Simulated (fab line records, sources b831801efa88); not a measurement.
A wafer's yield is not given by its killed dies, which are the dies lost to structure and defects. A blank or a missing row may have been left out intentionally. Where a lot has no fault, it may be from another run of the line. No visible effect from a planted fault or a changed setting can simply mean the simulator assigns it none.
fab line records | flow sky130
[record] lots = 6 wafers = 18 last_day = 50
route steps=708 shown VT_ADJUST_HVTR@139 VT_ADJUST_PCH@143 PAD_OPEN@708
lots that met no fault: from a run of the same line without faults
start_h: the number of hours between the record's first day and the start of the first shown wafer of the lot | wait_h: how many hours have passed since the lot's step before this one | " unchanged from the row above | L1.1+2: a row that stands for several wafers | - value missing, or start not given | * or withheld: withheld | < > ~ a bound
route shown NAME@n: names a module that has steps shown in the file, with the first one's number in the route | usual: mean/standard deviation of fault-free wafers | same: alike in all rows | chamber/n: place in a boat | sites: each site's reading | _std_site: the values' standard deviation | _edge_site: the outer-site mean with the inner-site mean subtracted | radius_mm: for every site, how far away it sits from the centre of the wafer | mask NAME#n: copy n | behind: tool/chamber where the wafer was last shaped | hold: cause of the lot's hold/its duration in hours/its outcome | device: names the non-switching transistor (n, p or np) | end of line: the route-end tests of the same wafers | a step with no rows: only its recipe | killed: dies that structure and defects cost at the first sort, which is not the same as the wafer's yield | map: shows each die of a wafer: x if killed, . if not, _ if none is there
set.NAME: setting as actually run; set.NAME@STEP: the setting as run at that earlier step | model.NAME: the simulator's own value behind a step, which no gauge read
certain route steps with their lots: each step a table, each wafer a row
services: from which hour (start_h, from the record's first day; less than 0 if before it) a tool's chamber was out of use, for how many hours, and why
[[steps]]
[step SKY_VT_ADJUST_HVTR_OVL_MEAS_08]
[usual] VT_ADJUST_HVTR_OVL = -0.7/1.2
// columns lot.wafer tool chamber start_h wait_h VT_ADJUST_HVTR_OVL[nm]
L405.2 overlay-02 - 225.44 0.1 -1.6
L405.3 " - " " -0.2
L405.6 " - " " -1.8
L409.2 overlay-01 - 254.09 0.1 -1.1
L409.4 " - " " -1.2
L409.6 " - " " -1.3
L417.1 overlay-02 - 312.13 0.1 0.2
L417.3 " - " " 0.7
L417.6 " - " " 1.3
L418.1 overlay-02 - 319.89 0.1 -0.6
L418.2 " - " " 0.0
L418.3 " - " " -1.3
L422.3 overlay-02 - 345.16 0.1 -2.3
L422.4 " - " " -1.0
L422.6 " - " " -0.2
L424.1 overlay-02 - 364.19 0.1 0.4
L424.2 " - " " 0.7
L424.6 " - " " 2.5
[step SKY_VT_ADJUST_HVTR_IMPLANT_09]
[recipe] species = B energy_kev = 10 dose_cm2 = 2.1e+12 tilt_deg = withheld
[step SKY_VT_ADJUST_HVTR_STRIP_10]
[recipe] chemistry = O2/N2 power_w = 1400 pressure_mtorr = 1500 platen_temp_c = withheld o2_flow_sccm = 3000 n2_flow_sccm = 300 overash_fraction = 0.5
[usual] drypump_motor_current_A = 5.7/0.37 n2_flow_sccm = 300.0/0.97 oes_product_au = 0.715/0.0046 strip_time_to_endpoint_s = 14.18/0.034
// columns lot.wafer tool chamber start_h wait_h drypump_motor_current_A n2_flow_sccm oes_product_au rf_hours_counter_h strip_time_to_endpoint_s
L405.2 plasma_asher-02 1 225.62 0.1 5.6 299.2 0.714 40 14.21
L405.3 " 0 " " 6.0 301.2 0.713 - 14.17
L405.6 " 0 " " 6.0 300.8 0.705 - 14.18
L409.2 plasma_asher-03 1 254.27 0.1 5.6 299.3 0.715 58 14.20
L409.4 " 0 " " 6.0 298.3 0.712 - 14.21
L409.6 " 0 " " 6.0 299.5 0.714 - 14.18
L417.1 plasma_asher-03 1 312.32 0.1 5.7 299.6 0.722 64 14.15
L417.3 " 1 " " 5.6 299.5 0.717 - 14.19
L417.6 " 1 " " 5.6 299.2 0.718 - 14.18
L418.1 plasma_asher-04 0 320.07 0.1 4.8 298.4 0.712 62 14.18
L418.2 " 1 " " 5.9 299.5 0.707 62 14.17
L418.3 " 0 " " 4.8 301.1 0.721 - 14.21
L422.3 plasma_asher-03 1 345.36 0.1 5.6 300.3 0.710 - 14.13
L422.4 " 0 " " 6.0 299.4 0.714 - 14.16
L422.6 " 0 " " 6.0 299.9 0.717 - 14.11
L424.1 plasma_asher-03 0 364.38 0.1 6.0 299.1 0.717 69 14.21
L424.2 " 1 " " 5.6 298.9 0.716 69 14.22
L424.6 " 0 " " 6.0 299.2 0.720 - 14.19
[step SKY_VT_ADJUST_HVTR_TW_MEAS_11]
[usual] VT_ADJUST_HVTR_TW = 210.9/1.4
// columns lot.wafer tool chamber start_h wait_h VT_ADJUST_HVTR_TW
L405.2 film_metro-04 - 225.73 0.1 210.6
L405.3 " - " " 209.3
L405.6 " - " " 209.6
L409.2 film_metro-01 - 254.38 0.1 212.2
L409.4 " - " " 213.1
L409.6 " - " " 214.1
L417.1 film_metro-03 - 312.42 0.1 212.2
L417.3 " - " " 211.3
L417.6 " - " " 212.1
L418.1 film_metro-04 - 320.17 0.1 208.9
L418.2 " - " " 208.0
L418.3 " - " " 208.1
L422.3 film_metro-03 - 345.45 0.1 209.7
L422.4 " - " " 209.3
L422.6 " - " " 209.6
L424.1 film_metro-03 - 364.48 0.1 210.7
L424.2 " - " " 211.4
L424.6 " - " " 210.9
[step SKY_VT_ADJUST_PCH_DEHYDRATE_00]
[recipe] temp_c = 200 time_s = 60
[step SKY_VT_ADJUST_PCH_HMDS_01]
[recipe] prime_time_s = 60 prime_temp_c = 120
[step SKY_VT_ADJUST_PCH_COAT_02]
[recipe] spin_rpm = 2000 resist_thk_nm = 3000
[step SKY_VT_ADJUST_PCH_SOFTBAKE_03]
[recipe] temp_c = 110 time_s = withheld
[step SKY_VT_ADJUST_PCH_EXPOSE_04]
[recipe] mask_id = NWM na = 0.6 source_shape = conventional sigma_outer = 0.6 polarization = unpolarized target_cd_nm = 840 dose_mj = 255
[step SKY_VT_ADJUST_PCH_PEB_05]
[recipe] temp_c = 115 time_s = withheld
[step SKY_VT_ADJUST_PCH_DEVELOP_06]
[recipe] wall_angle_deg = 90 developer = TMAH develop_time_s = 60 dev_temp_c = 23
[step SKY_VT_ADJUST_PCH_OVL_MEAS_07]
[usual] VT_ADJUST_PCH_OVL = -0.2/1.4
// columns lot.wafer tool chamber start_h wait_h VT_ADJUST_PCH_OVL[nm]
L405.2 overlay-01 - 247.27 - -0.5
L405.3 " - " " 0.5
L405.6 " - " " 1.0
L409.2 overlay-01 - 277.89 - -0.4
L409.4 " - " " -2.0
L409.6 " - " " -0.4
L417.1 overlay-01 - 338.51 - -2.1
L417.3 " - " " -0.9
L417.6 " - " " -2.2
L418.1 overlay-02 - 346.42 - 1.7
L418.2 " - " " 2.2
L418.3 " - " " 1.4
L422.3 overlay-01 - 373.23 - -3.0
L422.4 " - " " -2.2
L422.6 " - " " -2.6
L424.1 overlay-01 - 393.03 - -0.2
L424.2 " - " " 0.0
L424.6 " - " " -0.7
[step SKY_VT_ADJUST_PCH_IMPLANT_08]
[recipe] species = B energy_kev = 10 dose_cm2 = 5e+11 tilt_deg = withheld
[usual] dose_ions_cm2 = 5.001e+11/5.5e+08 faraday_current_uA = 2.82/0.064
// columns lot.wafer tool chamber start_h wait_h dose_ions_cm2 faraday_current_uA
L405.2 implanter-04 0 247.33 0.0 4.999e+11 2.84
L405.3 " 0 " " 5.013e+11 2.82
L405.6 " 0 " " 5.006e+11 2.83
L409.2 implanter-01 0 277.95 0.0 5.002e+11 2.80
L409.4 " 0 " " 5.003e+11 2.87
L409.6 " 0 " " 5.004e+11 2.88
L417.1 implanter-01 0 338.55 0.0 2.804e+11 1.57
L417.3 " 0 " " 2.806e+11 1.59
L417.6 " 0 " " 2.812e+11 1.60
L418.1 implanter-01 0 346.45 0.0 2.807e+11 1.62
L418.2 " 0 " " 2.8e+11 1.58
L418.3 " 0 " " 2.814e+11 1.51
L422.3 implanter-04 0 373.30 0.1 4.996e+11 2.86
L422.4 " 0 " " 4.999e+11 2.78
L422.6 " 0 " " 5.004e+11 2.73
L424.1 implanter-03 0 393.07 0.0 5.003e+11 2.79
L424.2 " 0 " " 5.012e+11 2.80
L424.6 " 0 " " 5.004e+11 2.84
[step SKY_VT_ADJUST_PCH_STRIP_09]
[recipe] chemistry = O2/N2 power_w = 1400 pressure_mtorr = 1500 platen_temp_c = withheld o2_flow_sccm = 3000 n2_flow_sccm = 300 overash_fraction = 0.5
[usual] drypump_motor_current_A = 5.6/0.48 n2_flow_sccm = 300.0/0.87 oes_product_au = 0.722/0.0047 strip_time_to_endpoint_s = 36.88/0.11
// columns lot.wafer tool chamber start_h wait_h drypump_motor_current_A n2_flow_sccm oes_product_au rf_hours_counter_h strip_time_to_endpoint_s
L405.2 plasma_asher-02 0 247.45 0.1 6.0 301.6 0.722 42 37.06
L405.3 " 1 " " 5.6 299.7 0.716 - 37.04
L405.6 " 1 " " 5.6 300.5 0.722 - 37.03
L409.2 plasma_asher-04 1 278.07 0.1 5.9 298.9 0.727 57 36.93
L409.4 " 0 " " 4.8 300.4 0.723 - 37.01
L409.6 " 0 " " 4.8 301.5 0.720 - 37.12
L417.1 plasma_asher-02 1 338.70 0.1 5.6 299.7 0.727 50 36.95
L417.3 " 0 " " 6.0 301.2 0.732 - 36.79
L417.6 " 1 " " 5.6 301.5 0.722 - 36.91
L418.1 plasma_asher-04 0 346.60 0.1 4.8 299.7 0.718 64 36.91
L418.2 " 1 " " 5.9 299.4 0.720 64 36.93
L418.3 " 1 " " 5.9 300.4 0.718 - 36.84
L422.3 plasma_asher-04 0 373.44 0.1 4.8 301.2 0.719 - 36.80
L422.4 " 1 " " 5.9 300.2 0.724 - 36.81
L422.6 " 0 " " 4.8 301.2 0.720 - 36.89
L424.1 plasma_asher-04 0 393.22 0.1 4.8 300.8 0.721 68 36.80
L424.2 " 1 " " 5.9 300.8 0.716 68 36.91
L424.6 " 0 " " 4.8 300.3 0.720 - 36.92
[step SKY_VT_ADJUST_PCH_TW_MEAS_10]
[usual] VT_ADJUST_PCH_TW = 142.1/0.81
// columns lot.wafer tool chamber start_h wait_h hold VT_ADJUST_PCH_TW
L405.2 film_metro-02 - 247.56 0.1 - 142.4
L405.3 " - " " - 141.4
L405.6 " - " " - 141.4
L409.2 film_metro-03 - 278.18 0.1 - 141.9
L409.4 " - " " - 142.5
L409.6 " - " " - 142.8
L417.1 film_metro-04 - 338.80 0.1 await_dispo/0.2h/release 122.9
L417.3 " - " " await_dispo/0.2h/release 122.6
L417.6 " - " " await_dispo/0.2h/release 122.6
L417.1 film_metro-04 - 339.02 0.2 - 122.5
L417.3 " - " " - 122.2
L417.6 " - " " - 122.6
L418.1 film_metro-03 - 346.70 0.1 await_dispo/0.2h/release 121.9
L418.2 " - " " await_dispo/0.2h/release 122.7
L418.3 " - " " await_dispo/0.2h/release 122.0
L418.1 film_metro-03 - 346.93 0.2 - 122.5
L418.2 " - " " - 122.7
L418.3 " - " " - 122.0
L422.3 film_metro-04 - 373.52 0.1 - 141.4
L422.4 " - " " - 141.3
L422.6 " - " " - 140.4
L424.1 film_metro-04 - 393.32 0.1 - 140.7
L424.2 " - " " - 141.5
L424.6 " - " " - 140.9
[step SKY_PAD_OPEN_PROBE_99]
[usual] killed_at_M0_to_M3 = 43/6.4 killed_at_M4_up = 2.8/1.7 killed_at_contacts = 24/5.5 killed_at_front_end = 15/4 killed_at_other = 0.3/0.54 killed_dies = 86/9.1 killed_on_rim = 17/3.9 killed_open = 47/6.6 killed_short = 39/6.2
[same] gross_dies = 492 killed_at_back_side = 0
// columns lot.wafer tool chamber start_h wait_h killed_at_M0_to_M3 killed_at_M4_up killed_at_contacts killed_at_front_end killed_at_other killed_dies killed_on_rim killed_open killed_short model.etest.pfet_g5v0d10v5.r_on_ohm_um model.etest.pfet_g5v0d10v5.drive_ua_um model.etest.pfet_01v8_lvt.drive_ua_um model.etest.pfet_g5v0d10v5.off_log10_a_um model.etest.pfet_01v8_lvt.off_log10_a_um model.etest.pfet_g5v0d10v5.vt_sat_v model.etest.pfet_16v.vt_v model.etest.pfet_g5v0d10v5.vt_v
L405.2 prober-01 - 1092.20 0.1 49 4 33 13 0 99 18 46 53 4725 338.3 171.4 -12.92 -8.834 -0.6752 -1.103 -0.8601
L405.3 prober-01 - 1092.25 0.2 41 2 25 19 0 87 21 37 50 4596 355.1 175.7 -12.52 -8.765 -0.6224 -1.094 -0.809
L405.6 prober-01 - 1092.40 0.2 36 5 21 12 1 75 15 45 30 4689 344.9 173.3 -12.82 -8.845 -0.6556 -1.102 -0.8407
L409.2 prober-01 - 1115.64 0.1 48 0 26 19 1 94 21 52 42 4743 343.1 171.4 -12.31 -8.973 -0.6232 -1.103 -0.8247
L409.4 prober-01 - 1115.74 0.2 55 2 24 14 0 95 20 49 46 4831 336.5 171.7 -12.68 -9.006 -0.6493 -1.097 -0.8423
L409.6 prober-01 - 1115.84 0.2 43 2 34 11 0 90 24 44 46 4799 341.4 171.5 -12.41 -8.761 -0.6207 -1.107 -0.8218
L417.1 prober-01 - 1163.96 0.1 41 3 31 12 0 87 18 54 33 4889 329.5 165.7 -13.39 -9.902 -0.7376 -1.178 -0.9131
L417.3 prober-01 - 1164.06 0.2 46 1 20 12 0 79 13 39 40 4862 333.8 167.7 -13.42 -9.908 -0.7331 -1.173 -0.9067
L417.6 prober-01 - 1164.21 0.2 55 1 15 13 0 84 19 45 39 4834 332.2 166.2 -13.39 -9.961 -0.7355 -1.177 -0.9109
L418.1 prober-02 - 1165.74 0.1 46 5 25 12 0 88 17 45 43 4785 337.6 169.1 -13.42 -9.782 -0.7461 -1.188 -0.9149
L418.2 prober-02 - 1165.79 0.1 49 3 26 11 1 90 13 44 46 4844 331.4 168.5 -13.36 -9.573 -0.7341 -1.179 -0.9025
L418.3 prober-02 - 1165.84 0.2 38 2 18 13 0 71 18 40 31 4820 332.2 167.2 -13.47 -9.714 -0.7533 -1.187 -0.9267
L422.3 prober-02 - 1183.49 0.2 47 1 24 20 3 95 20 42 53 4764 342.5 176.1 -13.01 -9.037 -0.6626 -1.107 -0.8476
L422.4 prober-02 - 1183.54 0.2 43 5 28 12 0 88 14 50 38 4734 340.5 174.5 -12.69 -9.044 -0.6504 -1.117 -0.8324
L422.6 prober-02 - 1183.64 0.2 58 2 15 17 0 92 18 47 45 4790 340.9 177.9 -12.92 -9.066 -0.6532 -1.119 -0.84
L424.1 prober-02 - 1193.18 0.1 38 2 25 20 0 85 16 43 42 4687 347.8 174.1 -13.11 -9.053 -0.6786 -1.123 -0.8563
L424.2 prober-02 - 1193.23 0.1 37 4 21 14 0 76 8 40 36 4737 343.2 173.9 -12.96 -9.094 -0.6913 -1.125 -0.871
L424.6 prober-02 - 1193.43 0.2 39 1 19 12 1 72 18 42 30 4656 353 174.1 -12.87 -8.896 -0.6454 -1.119 -0.827
// killed by level:class
L405.2 METAL1:geometric_particle:short=11 CONTACT:geometric_particle:short=10 LI_CONTACT:geometric_particle:open=9 VIA1:geometric_particle:open=9 CONTACT:geometric_particle:open=8 VIA1:geometric_particle:short=7 LOCAL_INTERCONNECT:geometric_particle:short=5 VIA2:geometric_particle:open=5
L405.3 METAL1:geometric_particle:short=8 VIA3:geometric_particle:open=6 LI_CONTACT:geometric_particle:open=6 CONTACT:geometric_particle:short=6 CONTACT:geometric_particle:open=6 VIA1:geometric_particle:open=6 FIELD_ISO:geometric_particle:short=5 POLY_GATE:geometric_particle:short=5
L405.6 CONTACT:geometric_particle:open=9 VIA1:geometric_particle:open=8 VIA2:geometric_particle:open=7 VIA3:geometric_particle:open=6 LI_CONTACT:geometric_particle:open=5 METAL1:geometric_particle:short=4 METAL4:geometric_particle:short=4 FIELD_ISO:geometric_particle:short=3
L409.2 VIA1:geometric_particle:open=13 CONTACT:geometric_particle:open=11 METAL1:geometric_particle:short=9 POLY_GATE:geometric_particle:short=7 VIA3:geometric_particle:open=7 LI_CONTACT:geometric_particle:open=6 METAL2:geometric_particle:short=5 POLY_GATE:geometric_particle:open=4
L409.4 VIA1:geometric_particle:open=17 CONTACT:geometric_particle:open=10 METAL1:geometric_particle:short=7 VIA1:geometric_particle:short=6 VIA2:geometric_particle:short=6 METAL2:geometric_particle:short=5 VIA2:geometric_particle:open=5 FIELD_ISO:geometric_particle:short=4
L409.6 CONTACT:geometric_particle:short=9 LI_CONTACT:geometric_particle:open=8 CONTACT:geometric_particle:open=8 VIA3:geometric_particle:open=8 VIA1:geometric_particle:open=6 VIA1:geometric_particle:short=6 LOCAL_INTERCONNECT:geometric_particle:short=6 VIA2:geometric_particle:open=6
L417.1 VIA1:geometric_particle:open=14 CONTACT:geometric_particle:open=10 LI_CONTACT:geometric_particle:open=9 METAL1:geometric_particle:short=6 CONTACT:geometric_particle:short=5 FIELD_ISO:geometric_particle:open=4 VIA2:geometric_particle:open=4 FIELD_ISO:geometric_particle:short=3
L417.3 VIA1:geometric_particle:open=12 METAL2:geometric_particle:short=7 METAL1:geometric_particle:short=6 VIA1:geometric_particle:short=6 LOCAL_INTERCONNECT:geometric_particle:short=5 FIELD_ISO:geometric_particle:short=4 LI_CONTACT:geometric_particle:open=4 CONTACT:geometric_particle:open=4
L417.6 VIA1:geometric_particle:open=15 METAL2:geometric_particle:short=9 METAL1:geometric_particle:short=7 VIA1:geometric_particle:short=7 VIA3:geometric_particle:open=7 FIELD_ISO:geometric_particle:short=6 LI_CONTACT:geometric_particle:open=5 CONTACT:geometric_particle:open=5
L418.1 CONTACT:geometric_particle:open=8 VIA1:geometric_particle:open=8 VIA3:geometric_particle:open=8 VIA1:geometric_particle:short=7 VIA2:geometric_particle:open=6 CONTACT:geometric_particle:short=6 METAL1:geometric_particle:short=5 FIELD_ISO:geometric_particle:short=4
L418.2 CONTACT:geometric_particle:open=13 VIA1:geometric_particle:short=11 METAL2:geometric_particle:short=10 VIA3:geometric_particle:open=6 LI_CONTACT:geometric_particle:open=5 VIA2:geometric_particle:open=5 VIA1:geometric_particle:open=5 CONTACT:geometric_particle:short=4
L418.3 LI_CONTACT:geometric_particle:open=9 METAL2:geometric_particle:short=8 VIA1:geometric_particle:open=8 CONTACT:geometric_particle:open=5 METAL2:geometric_particle:open=4 FIELD_ISO:geometric_particle:open=4 METAL1:geometric_particle:short=4 VIA2:geometric_particle:open=4
L422.3 VIA1:geometric_particle:open=10 METAL2:geometric_particle:short=8 FIELD_ISO:geometric_particle:short=7 FIELD_ISO:geometric_particle:open=7 LI_CONTACT:geometric_particle:open=7 METAL3:geometric_particle:short=6 VIA2:geometric_particle:short=5 LI_CONTACT:geometric_particle:short=4
L422.4 VIA1:geometric_particle:open=13 LI_CONTACT:geometric_particle:open=12 CONTACT:geometric_particle:open=7 VIA1:geometric_particle:short=6 METAL2:geometric_particle:short=6 VIA2:geometric_particle:open=6 LOCAL_INTERCONNECT:geometric_particle:short=5 METAL1:geometric_particle:short=4
L422.6 VIA1:geometric_particle:open=18 VIA2:geometric_particle:short=7 VIA2:geometric_particle:open=7 VIA3:geometric_particle:short=7 LI_CONTACT:geometric_particle:short=6 VIA3:geometric_particle:open=6 FIELD_ISO:geometric_particle:short=4 POLY_GATE:geometric_particle:short=4
L424.1 CONTACT:geometric_particle:open=8 VIA2:geometric_particle:open=7 FIELD_ISO:geometric_particle:open=6 LI_CONTACT:geometric_particle:open=6 LOCAL_INTERCONNECT:geometric_particle:short=5 VIA1:geometric_particle:open=5 METAL3:geometric_particle:short=5 POLY_GATE:geometric_particle:short=4
L424.2 LI_CONTACT:geometric_particle:open=7 VIA1:geometric_particle:open=7 CONTACT:geometric_particle:short=6 VIA3:geometric_particle:open=6 FIELD_ISO:geometric_particle:short=5 VIA2:geometric_particle:open=5 CONTACT:geometric_particle:open=4 METAL3:geometric_particle:short=4
L424.6 VIA1:geometric_particle:open=9 VIA3:geometric_particle:open=7 LI_CONTACT:geometric_particle:open=6 METAL2:geometric_particle:short=6 CONTACT:geometric_particle:open=5 FIELD_ISO:geometric_particle:open=4 CONTACT:geometric_particle:short=4 POLY_GATE:geometric_particle:open=3
[[services]]
// columns tool chamber start_h hours kind
implanter-01 - 245.49 2.8 pm
implanter-04 - 262.54 4.4 repair
plasma_asher-02 - 268.81 4.3 pm
plasma_asher-03 - 277.76 0.3 repair
implanter-04 - 290.74 10.5 repair
plasma_asher-02 - 297.11 14.6 pm
implanter-03 - 309.79 2.0 repair
implanter-03 - 332.90 3.3 pm
plasma_asher-04 - 334.11 5.0 repair
implanter-01 - 353.63 0.7 repair
implanter-01 - 356.95 5.0 repair
plasma_asher-03 - 357.16 0.6 repair
implanter-03 - 383.01 1.2 repair
plasma_asher-04 - 384.03 1.0 repair
implanter-03 - 388.48 3.2 pm
[[key]]
[first_sign] step = SKY_VT_ADJUST_PCH_IMPLANT_08 reading = dose_ions_cm2 direction = down sigmas = 99+ usual = * struck = *
[effect] step = SKY_VT_ADJUST_PCH_IMPLANT_08 reading = faraday_current_uA direction = down sigmas = 19 usual = 2.82 struck = 1.58
[effect] step = SKY_VT_ADJUST_PCH_TW_MEAS_10 reading = visit direction = added
[effect] step = SKY_VT_ADJUST_PCH_TW_MEAS_10 reading = VT_ADJUST_PCH_TW direction = down sigmas = 24 usual = 142.1 struck = 122.4
[model_effect] step = SKY_PAD_OPEN_PROBE_99 value = etest.pfet_g5v0d10v5.r_on_ohm_um without = 4728 struck = 4839
met_at SKY_VT_ADJUST_PCH_IMPLANT_08
struck_wafers L417.1,L417.3,L417.6,L418.1,L418.2,L418.3
tester_left_out L417,L418
onset_between 277.95 338.55
[fault] kind = process_parameter_drift tool = implanter-01 chamber = - onset_h = 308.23 steps = SKY_VT_ADJUST_PCH_IMPLANT_08 channel = dose_cm2 offset = * shape = step end_h = 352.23 acts_in = * stated = *
// tester_left_out: of these lots the tester's yield and bins aren't shown, on N5 and GAA mostly nor the transistor test; their killed dies are dies lost to structure and defects alone, not to doping, threshold or leakage, so they don't give the yield
